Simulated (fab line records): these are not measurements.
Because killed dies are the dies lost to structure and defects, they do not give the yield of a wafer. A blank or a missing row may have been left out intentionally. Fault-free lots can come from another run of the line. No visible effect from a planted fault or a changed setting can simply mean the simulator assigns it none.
fab line records | flow sfqLine
record lots=5 | wafers=27
route steps=325 shown R5@213 C5@247 M6@262 M8@320
startH: hours from the record's opening day to when the first of the lot's shown wafers began | waitH: hours elapsed since this lot's preceding step | " identical to the entry in the row above | L1.1+2: a row that stands for several wafers | - no value, or no start was given | * or withheld: withheld | < > ~ a bound
route shown NAME@n: names a module that has steps shown in the file, with the first one's number in the route | usual: mean and standard deviation over wafers with no fault | same: alike in all rows | chamber/n: place in a boat | sites: per-site readings | _std_site: how widely they spread, as a standard deviation | _edge_site: mean of outer sites minus mean of inner sites | radiusMm: how far each site lies from the wafer's centre | mask NAME#n: copy n | behind: the most recent tool/chamber to have shaped the wafer | hold: the reason the lot was held/the length of the hold in hours/how it ended | device: whichever transistor did not switch (one of n, p or np) | end of line: at the end of the route, the tests of the same wafers | a step without rows: its recipe alone | killed: count of dies lost to structure and defects at first sort (not the wafer's yield) | map: a wafer's dies, x killed, . not, _ none there
set.NAME: the setting that was run; set.NAME@STEP: the one run at that earlier step | model.NAME: the simulator's own value behind a step, which no gauge read
lots run with intentionally changed settings; tables by step, rows by wafer
## steps
# step SFQ_TRILAYER_R5_DEP_SPUTTER_133
# recipe material=MoNx | basePressurePa=1.33e-06 | targetThkNm=40 | powerW=1000 | timeS=66.7 | chamberPressurePa=0.4
lot.wafer | tool          | chamber | startH  | waitH | set.timeS | model.MoNx_of_TRILAYER_R5_DEP_SPUTTER_133.thkNm
L074.1    | pvdSputter-06 | -       | 1303.02 | 0.0   | 38.47     | 22.85
L074.2    | "             | -       | "       | "     | 66.7      | 40.44
L074.3    | "             | -       | "       | "     | 38.47     | 23.4
L074.4    | "             | -       | "       | "     | 66.7      | 39.59
L074.5    | "             | -       | "       | "     | 38.47     | 23.24
L074.6    | "             | -       | "       | "     | 66.7      | 40.48
L075.1    | pvdSputter-06 | -       | 1306.02 | 0.0   | 101.2     | 60.6
L075.2    | "             | -       | "       | "     | 66.7      | 40.42
L075.3    | "             | -       | "       | "     | 66.7      | 39.45
L075.4    | "             | -       | "       | "     | 66.7      | 40.02
L075.5    | "             | -       | "       | "     | 101.2     | 60.72
L075.6    | "             | -       | "       | "     | 101.2     | 61.02
L081.3    | pvdSputter-03 | -       | 1468.34 | 0.0   | 66.7      | 39.71
L081.4    | "             | -       | "       | "     | 66.7      | 39.86
L081.5    | "             | -       | "       | "     | 66.7      | 39.66
L083.1    | pvdSputter-05 | -       | 1522.57 | 0.0   | 66.7      | 39.52
L083.2    | "             | -       | "       | "     | 86.06     | 50.96
L083.3    | "             | -       | "       | "     | 66.7      | 40.1
L083.4    | "             | -       | "       | "     | 66.7      | 39.83
L083.5    | "             | -       | "       | "     | 86.06     | 51.64
L083.6    | "             | -       | "       | "     | 86.06     | 51.42
L084.1    | pvdSputter-03 | -       | 1525.20 | 0.0   | 66.7      | 39.72
L084.2    | "             | -       | "       | "     | 66.7      | 39.57
L084.3    | "             | -       | "       | "     | 32.65     | 19.48
L084.4    | "             | -       | "       | "     | 32.65     | 19.4
L084.5    | "             | -       | "       | "     | 66.7      | 39.49
L084.6    | "             | -       | "       | "     | 32.65     | 19.55
# step SFQ_TRILAYER_R5_DEP_SPUTTER_134
# recipe material=Ti | basePressurePa=1.33e-06 | targetThkNm=5 | powerW=2000 | timeS=5 | chamberPressurePa=0.3903
# step SFQ_R5_RS_MEAS_933
# recipe thkMeasGauge=four-point-probe | reads=Ti_of_TRILAYER_R5_DEP_SPUTTER_134+MoNx_of_TRILAYER_R5_DEP_SPUTTER_133+Ti_of_TRILAYER_R5_DEP_SPUTTER_132
# usual R5_MONX_RS=7.07/0.065
lot.wafer | tool         | chamber | startH  | waitH | set.timeS@TRILAYER_R5_DEP_SPUTTER_133 | R5_MONX_RS[ohm/sq]
L074.1    | filmMetro-02 | -       | 1303.09 | 0.0   | 38.47                                 | 11.75
L074.2    | "            | -       | "       | "     | 66.7                                  | 6.97
L074.3    | "            | -       | "       | "     | 38.47                                 | 11.52
L074.4    | "            | -       | "       | "     | 66.7                                  | 7.10
L074.5    | "            | -       | "       | "     | 38.47                                 | 11.53
L074.6    | "            | -       | "       | "     | 66.7                                  | 6.94
L075.1    | filmMetro-02 | -       | 1306.09 | 0.0   | 101.2                                 | 4.75
L075.2    | "            | -       | "       | "     | 66.7                                  | 6.96
L075.3    | "            | -       | "       | "     | 66.7                                  | 7.13
L075.4    | "            | -       | "       | "     | 66.7                                  | 7.02
L075.5    | "            | -       | "       | "     | 101.2                                 | 4.73
L075.6    | "            | -       | "       | "     | 101.2                                 | 4.71
L081.3    | filmMetro-01 | -       | 1468.45 | 0.0   | 66.7                                  | 7.10
L081.4    | "            | -       | "       | "     | 66.7                                  | 7.09
L081.5    | "            | -       | "       | "     | 66.7                                  | 7.12
L083.1    | filmMetro-02 | -       | 1522.65 | 0.0   | 66.7                                  | 7.11
L083.2    | "            | -       | "       | "     | 86.06                                 | 5.58
L083.3    | "            | -       | "       | "     | 66.7                                  | 7.01
L083.4    | "            | -       | "       | "     | 66.7                                  | 7.10
L083.5    | "            | -       | "       | "     | 86.06                                 | 5.53
L083.6    | "            | -       | "       | "     | 86.06                                 | 5.55
L084.1    | filmMetro-01 | -       | 1525.28 | 0.0   | 66.7                                  | 7.11
L084.2    | "            | -       | "       | "     | 66.7                                  | 7.11
L084.3    | "            | -       | "       | "     | 32.65                                 | 13.66
L084.4    | "            | -       | "       | "     | 32.65                                 | 13.66
L084.5    | "            | -       | "       | "     | 66.7                                  | 7.15
L084.6    | "            | -       | "       | "     | 32.65                                 | 13.54
# step SFQ_R5_THK_MEAS_934
# recipe thkMeasGauge=xrf | reads=MoNx_of_TRILAYER_R5_DEP_SPUTTER_133
# usual R5_MONX_THK=39.5/0.42
lot.wafer | tool         | chamber | startH  | waitH | set.timeS@TRILAYER_R5_DEP_SPUTTER_133 | R5_MONX_THK[nm]
L074.1    | filmMetro-02 | -       | 1303.21 | 0.1   | 38.47                                 | 22.5
L074.2    | "            | -       | "       | "     | 66.7                                  | 40.1
L074.3    | "            | -       | "       | "     | 38.47                                 | 23.3
L074.4    | "            | -       | "       | "     | 66.7                                  | 39.3
L074.5    | "            | -       | "       | "     | 38.47                                 | 23.0
L074.6    | "            | -       | "       | "     | 66.7                                  | 40.0
L075.1    | filmMetro-02 | -       | 1306.21 | 0.1   | 101.2                                 | 59.7
L075.2    | "            | -       | "       | "     | 66.7                                  | 40.0
L075.3    | "            | -       | "       | "     | 66.7                                  | 39.0
L075.4    | "            | -       | "       | "     | 66.7                                  | 39.6
L075.5    | "            | -       | "       | "     | 101.2                                 | 59.6
L075.6    | "            | -       | "       | "     | 101.2                                 | 60.5
L081.3    | filmMetro-01 | -       | 1468.55 | 0.1   | 66.7                                  | 39.3
L081.4    | "            | -       | "       | "     | 66.7                                  | 39.3
L081.5    | "            | -       | "       | "     | 66.7                                  | 39.4
L083.1    | filmMetro-02 | -       | 1522.77 | 0.1   | 66.7                                  | 38.9
L083.2    | "            | -       | "       | "     | 86.06                                 | 50.4
L083.3    | "            | -       | "       | "     | 66.7                                  | 39.7
L083.4    | "            | -       | "       | "     | 66.7                                  | 39.2
L083.5    | "            | -       | "       | "     | 86.06                                 | 50.9
L083.6    | "            | -       | "       | "     | 86.06                                 | 50.9
L084.1    | filmMetro-01 | -       | 1525.40 | 0.1   | 66.7                                  | 39.5
L084.2    | "            | -       | "       | "     | 66.7                                  | 39.0
L084.3    | "            | -       | "       | "     | 32.65                                 | 19.3
L084.4    | "            | -       | "       | "     | 32.65                                 | 19.2
L084.5    | "            | -       | "       | "     | 66.7                                  | 39.3
L084.6    | "            | -       | "       | "     | 32.65                                 | 19.3
# step SFQ_TRILAYER_C5_BARC_OPEN_VIA_ETCH_210
# recipe maskMaterial=PR | chemistry=O2 | targetDepthNm=125 | target=BARC | sourceW=500 | biasW=80 | pressureMtorr=30 | timeS=41.7
# usual oesProductAu=0.685/0.0047
lot.wafer | tool       | chamber | startH  | waitH | set.timeS | oesProductAu | model.KrF_of_TRILAYER_C5_LITHO_COAT_151.thkNm
L074.1    | rieDiel-02 | 0       | 1536.81 | 0.0   | 41.7      | 0.676        | 587.1
L074.2    | "          | 1       | "       | "     | 41.7      | 0.687        | 587.2
L074.3    | "          | 3       | "       | "     | 41.7      | 0.687        | 587.7
L074.4    | "          | 2       | "       | "     | 41.7      | 0.683        | 585.1
L074.5    | "          | 1       | "       | "     | 41.7      | 0.687        | 588.2
L074.6    | "          | 0       | "       | "     | 41.7      | 0.682        | 586.8
L075.1    | rieDiel-02 | 0       | 1539.21 | 0.0   | 48.09     | 0.676        | 583.5
L075.2    | "          | 1       | "       | "     | 48.09     | 0.672        | 583
L075.3    | "          | 2       | "       | "     | 41.7      | 0.688        | 591.4
L075.4    | "          | 0       | "       | "     | 41.7      | 0.678        | 590.3
L075.5    | "          | 2       | "       | "     | 41.7      | 0.687        | 589.5
L075.6    | "          | 1       | "       | "     | 48.09     | 0.671        | 582
L081.3    | rieDiel-02 | 0       | 1673.53 | 0.0   | 41.7      | 0.679        | 593.2
L081.4    | "          | 3       | "       | "     | 41.7      | 0.685        | 591.7
L081.5    | "          | 0       | "       | "     | 41.7      | 0.683        | 593.2
L083.1    | rieDiel-01 | 3       | 1762.60 | 0.0   | 65.06     | 0.637        | 560.1
L083.2    | "          | 1       | "       | "     | 41.7      | 0.689        | 587.6
L083.3    | "          | 2       | "       | "     | 65.06     | 0.638        | 561.6
L083.4    | "          | 0       | "       | "     | 41.7      | 0.684        | 588
L083.5    | "          | 1       | "       | "     | 65.06     | 0.640        | 562.7
L083.6    | "          | 2       | "       | "     | 41.7      | 0.691        | 589.1
L084.1    | rieDiel-04 | 3       | 1768.60 | 0.0   | 41.7      | 0.678        | 588.1
L084.2    | "          | 0       | "       | "     | 58.21     | 0.645        | 572.3
L084.3    | "          | 1       | "       | "     | 41.7      | 0.682        | 590.7
L084.4    | "          | 2       | "       | "     | 58.21     | 0.647        | 568.9
L084.5    | "          | 0       | "       | "     | 58.21     | 0.637        | 572.4
L084.6    | "          | 1       | "       | "     | 41.7      | 0.681        | 589.8
# step SFQ_TRILAYER_M6_BARC_OPEN_METAL_ETCH_206
# recipe maskMaterial=PR | chemistry=O2 | targetDepthNm=125 | target=BARC | icpW=600 | biasW=80 | pressureMtorr=10 | timeS=41.7
# usual oesProductAu=0.685/0.0043
lot.wafer | tool        | chamber | startH  | waitH | set.timeS | oesProductAu | model.KrF_of_TRILAYER_M6_LITHO_COAT_159.thkNm
L074.1    | rieMetal-04 | 0       | 1554.81 | 0.0   | 41.7      | 0.690        | 525.8
L074.2    | "           | 1       | "       | "     | 41.7      | 0.687        | 525.5
L074.3    | "           | 0       | "       | "     | 41.7      | 0.681        | 526.2
L074.4    | "           | 1       | "       | "     | 41.7      | 0.684        | 524.4
L074.5    | "           | 0       | "       | "     | 41.7      | 0.691        | 525.7
L074.6    | "           | 1       | "       | "     | 41.7      | 0.683        | 524.4
L075.1    | rieMetal-02 | 0       | 1556.01 | 0.0   | 25.76     | 0.865        | 542.1
L075.2    | "           | 1       | "       | "     | 41.7      | 0.688        | 523
L075.3    | "           | 0       | "       | "     | 25.76     | 0.879        | 541.4
L075.4    | "           | 1       | "       | "     | 25.76     | 0.872        | 542.1
L075.5    | "           | 1       | "       | "     | 41.7      | 0.684        | 522
L075.6    | "           | 0       | "       | "     | 41.7      | 0.683        | 522.7
L081.3    | rieMetal-02 | 1       | 1677.54 | 0.0   | 41.7      | 0.692        | 526.4
L081.4    | "           | 0       | "       | "     | 41.7      | 0.688        | 525.2
L081.5    | "           | 0       | "       | "     | 41.7      | 0.680        | 524
L083.1    | rieMetal-03 | 0       | 1767.19 | 0.0   | 22.18     | 0.954        | 545.3
L083.2    | "           | 1       | "       | "     | 41.7      | 0.681        | 522.2
L083.3    | "           | 1       | "       | "     | 22.18     | 0.958        | 547.8
L083.4    | "           | 0       | "       | "     | 41.7      | 0.682        | 521.4
L083.5    | "           | 0       | "       | "     | 41.7      | 0.689        | 522
L083.6    | "           | 1       | "       | "     | 22.18     | 0.948        | 546.6
L084.1    | rieMetal-02 | 1       | 1772.24 | 0.0   | 33.27     | 0.769        | 531
L084.2    | "           | 0       | "       | "     | 41.7      | 0.684        | 519.7
L084.3    | "           | 1       | "       | "     | 41.7      | 0.685        | 520.4
L084.4    | "           | 0       | "       | "     | 33.27     | 0.758        | 531
L084.5    | "           | 1       | "       | "     | 41.7      | 0.687        | 521.2
L084.6    | "           | 0       | "       | "     | 33.27     | 0.771        | 530.7
# step SFQ_TRILAYER_M6_ETCH_METAL_ETCH_162
# recipe target=Nb | stopOn=SiO2 | maskMaterial=PR | chemistry=Cl2/Ar | targetDepthNm=240 | icpW=600 | biasW=80 | pressureMtorr=10 | timeS=120
lot.wafer | tool        | chamber | startH  | waitH | set.timeS@TRILAYER_M6_BARC_OPEN_METAL_ETCH_206 | model.KrF_of_TRILAYER_M6_LITHO_COAT_159.thkNm
L074.1    | rieMetal-04 | 0       | 1554.87 | 0.0   | 41.7                                           | 386.9
L074.2    | "           | 1       | "       | "     | 41.7                                           | 383.7
L074.3    | "           | 0       | "       | "     | 41.7                                           | 386
L074.4    | "           | 1       | "       | "     | 41.7                                           | 382.3
L074.5    | "           | 0       | "       | "     | 41.7                                           | 387.1
L074.6    | "           | 1       | "       | "     | 41.7                                           | 383
L075.1    | rieMetal-02 | 0       | 1556.07 | 0.0   | 25.76                                          | 399.9
L075.2    | "           | 1       | "       | "     | 41.7                                           | 380.6
L075.3    | "           | 0       | "       | "     | 25.76                                          | 399.2
L075.4    | "           | 1       | "       | "     | 25.76                                          | 400.2
L075.5    | "           | 1       | "       | "     | 41.7                                           | 379.9
L075.6    | "           | 0       | "       | "     | 41.7                                           | 380.5
L081.3    | rieMetal-02 | 1       | 1677.62 | 0.1   | 41.7                                           | 384.7
L081.4    | "           | 0       | "       | "     | 41.7                                           | 382.6
L081.5    | "           | 0       | "       | "     | 41.7                                           | 381.2
L083.1    | rieMetal-03 | 0       | 1767.25 | 0.0   | 22.18                                          | 400.1
L083.2    | "           | 1       | "       | "     | 41.7                                           | 383.1
L083.3    | "           | 1       | "       | "     | 22.18                                          | 408.4
L083.4    | "           | 0       | "       | "     | 41.7                                           | 376.9
L083.5    | "           | 0       | "       | "     | 41.7                                           | 377.3
L083.6    | "           | 1       | "       | "     | 22.18                                          | 406.3
L084.1    | rieMetal-02 | 1       | 1772.30 | 0.0   | 33.27                                          | 387.8
L084.2    | "           | 0       | "       | "     | 41.7                                           | 375.8
L084.3    | "           | 1       | "       | "     | 41.7                                           | 375.5
L084.4    | "           | 0       | "       | "     | 33.27                                          | 388.5
L084.5    | "           | 1       | "       | "     | 41.7                                           | 376.9
L084.6    | "           | 0       | "       | "     | 33.27                                          | 387.2
# step SFQ_TRILAYER_M8_DEP_EVAP_198
# recipe material=Pt | angularSpreadDeg=1 | targetThkNm=50 | timeS=250 | powerW=2000
lot.wafer | tool          | chamber | startH  | waitH | set.timeS | model.Pt_of_TRILAYER_M8_DEP_EVAP_198.thkNm
L074.1    | pvdSputter-02 | -       | 1649.62 | 0.0   | 158.9     | 31.19
L074.2    | "             | -       | "       | "     | 250       | 49.96
L074.3    | "             | -       | "       | "     | 158.9     | 30.92
L074.4    | "             | -       | "       | "     | 250       | 49.37
L074.5    | "             | -       | "       | "     | 250       | 49.04
L074.6    | "             | -       | "       | "     | 158.9     | 31.44
L075.1    | pvdSputter-01 | -       | 1653.22 | 0.0   | 115.6     | 23.26
L075.2    | "             | -       | "       | "     | 115.6     | 23.21
L075.3    | "             | -       | "       | "     | 250       | 50.01
L075.4    | "             | -       | "       | "     | 250       | 50.08
L075.5    | "             | -       | "       | "     | 115.6     | 23.27
L075.6    | "             | -       | "       | "     | 250       | 50.03
L081.3    | pvdSputter-01 | -       | 1805.58 | 0.0   | 250       | 50.32
L081.4    | "             | -       | "       | "     | 250       | 50.52
L081.5    | "             | -       | "       | "     | 250       | 50.57
L083.1    | pvdSputter-01 | -       | 1887.04 | 0.0   | 250       | 50.46
L083.2    | "             | -       | "       | "     | 250       | 50.17
L083.3    | "             | -       | "       | "     | 250       | 50.71
L083.4    | "             | -       | "       | "     | 250       | 50.19
L083.5    | "             | -       | "       | "     | 250       | 50.65
L083.6    | "             | -       | "       | "     | 250       | 50.03
L084.1    | pvdSputter-02 | -       | 1966.23 | 0.0   | 250       | 50.5
L084.2    | "             | -       | "       | "     | 250       | 50.4
L084.3    | "             | -       | "       | "     | 181.2     | 37.32
L084.4    | "             | -       | "       | "     | 250       | 50.32
L084.5    | "             | -       | "       | "     | 181.2     | 36.46
L084.6    | "             | -       | "       | "     | 181.2     | 36.83
## key
split step=SFQ_TRILAYER_R5_DEP_SPUTTER_133 | setting=timeS | stated=66.7 | by=wafer
response step=SFQ_TRILAYER_R5_DEP_SPUTTER_133 | reading=model.MoNx_of_TRILAYER_R5_DEP_SPUTTER_133.thkNm | change=+0.399 | per=1% | r=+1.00
response step=SFQ_R5_RS_MEAS_933 | reading=R5_MONX_RS | change=-0.0871 | per=1% | r=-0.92
response step=SFQ_R5_THK_MEAS_934 | reading=R5_MONX_THK | change=+0.395 | per=1% | r=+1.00
split step=SFQ_TRILAYER_C5_BARC_OPEN_VIA_ETCH_210 | setting=timeS | stated=41.7 | by=wafer
response step=SFQ_TRILAYER_C5_BARC_OPEN_VIA_ETCH_210 | reading=oesProductAu | change=-0.0009 | per=1% | r=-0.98
response step=SFQ_TRILAYER_C5_BARC_OPEN_VIA_ETCH_210 | reading=model.KrF_of_TRILAYER_C5_LITHO_COAT_151.thkNm | change=-0.474 | per=1% | r=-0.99
split step=SFQ_TRILAYER_M6_BARC_OPEN_METAL_ETCH_206 | setting=timeS | stated=41.7 | by=wafer
response step=SFQ_TRILAYER_M6_BARC_OPEN_METAL_ETCH_206 | reading=oesProductAu | change=-0.00527 | per=1% | r=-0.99
response step=SFQ_TRILAYER_M6_BARC_OPEN_METAL_ETCH_206 | reading=model.KrF_of_TRILAYER_M6_LITHO_COAT_159.thkNm | change=-0.518 | per=1% | r=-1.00
response step=SFQ_TRILAYER_M6_ETCH_METAL_ETCH_162 | reading=model.KrF_of_TRILAYER_M6_LITHO_COAT_159.thkNm | change=-0.54 | per=1% | r=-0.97
split step=SFQ_TRILAYER_M8_DEP_EVAP_198 | setting=timeS | stated=250 | by=wafer
response step=SFQ_TRILAYER_M8_DEP_EVAP_198 | reading=model.Pt_of_TRILAYER_M8_DEP_EVAP_198.thkNm | change=+0.498 | per=1% | r=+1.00
